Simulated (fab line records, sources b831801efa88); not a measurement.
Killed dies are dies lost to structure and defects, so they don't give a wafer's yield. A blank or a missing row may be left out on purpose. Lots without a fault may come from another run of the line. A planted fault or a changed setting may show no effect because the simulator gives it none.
Chamber matching | flow gf180mcu | GF_V2_CMP_04 on cmp-02: 4 sister chambers
The step polishes SiO2. 16 wafers are shown with their chamber, then 7 later ones without.

WAFERS WITH THEIR CHAMBER
wafer  | chamber | motor_current_A (A) | time_to_endpoint_s (s)
L400.2 | 0       | 11.2                | 81
L400.5 | 2       | 12.0                | 84
L400.6 | 3       | 16.3                | 82
L402.1 | 1       | 10.4                | 76
L402.5 | 2       | 12.2                | 82
L402.6 | 3       | 16.6                | 81
L403.2 | 0       | 11.2                | 81
L403.4 | 1       | 11.0                | 87
L403.5 | 2       | 11.8                | 84
L405.2 | 3       | 15.0                | 79
L405.5 | 1       | 10.6                | 86
L405.6 | 2       | 11.5                | 83
L406.1 | 2       | 11.9                | 82
L406.2 | 1       | 10.5                | 81
L406.4 | 3       | 15.5                | 85
L413.4 | 2       | 11.7                | 81

SIGNATURES (means of the wafers above)
reading            | chamber 0 | chamber 1 | chamber 2 | chamber 3 | scatter within a chamber
motor_current_A    | 11.200    | 10.625    | 11.850    | 15.850    | 0.42
time_to_endpoint_s | 81.00     | 82.50     | 82.67     | 81.75     | 2.93
Rule: a wafer's distance from a chamber is the root of the sum, over the readings, of the square of ((its reading less the chamber's mean) divided by the reading's scatter). The wafer belongs to the nearest chamber; if the next one is less than 2 further off, it can't be placed. The scatter: the root of (the sum of the squares of (reading less its chamber's mean) over the shown wafers, divided by (wafers less chambers)).

WAFERS WITHOUT THEIR CHAMBER
wafer  | motor_current_A (A) | time_to_endpoint_s (s)
L413.5 | 11.8                | 81
L419.1 | 12.2                | 80
L419.2 | 16.0                | 83
L419.3 | 10.6                | 82
L421.1 | 11.1                | 84
L421.2 | 10.9                | 72
L421.5 | 10.0                | 88

WHICH CHAMBER EACH WENT THROUGH
wafer  | from the rows above          | in truth
L413.5 | can't be placed: 2 or 0      | 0
L419.1 | can't be placed: 2 or 0      | 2
L419.2 | 3                            | 3
L419.3 | can't be placed: 1 or 0      | 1
L421.1 | can't be placed: 0 or 1 or 2 | 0
L421.2 | can't be placed: 0 or 1 or 2 | 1
L421.5 | can't be placed: 1 or 0      | 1
Placed correctly: 1 of 7. Can't be placed from these rows: 6 (the true chamber is among the candidates in 6). Placed wrongly: 0.
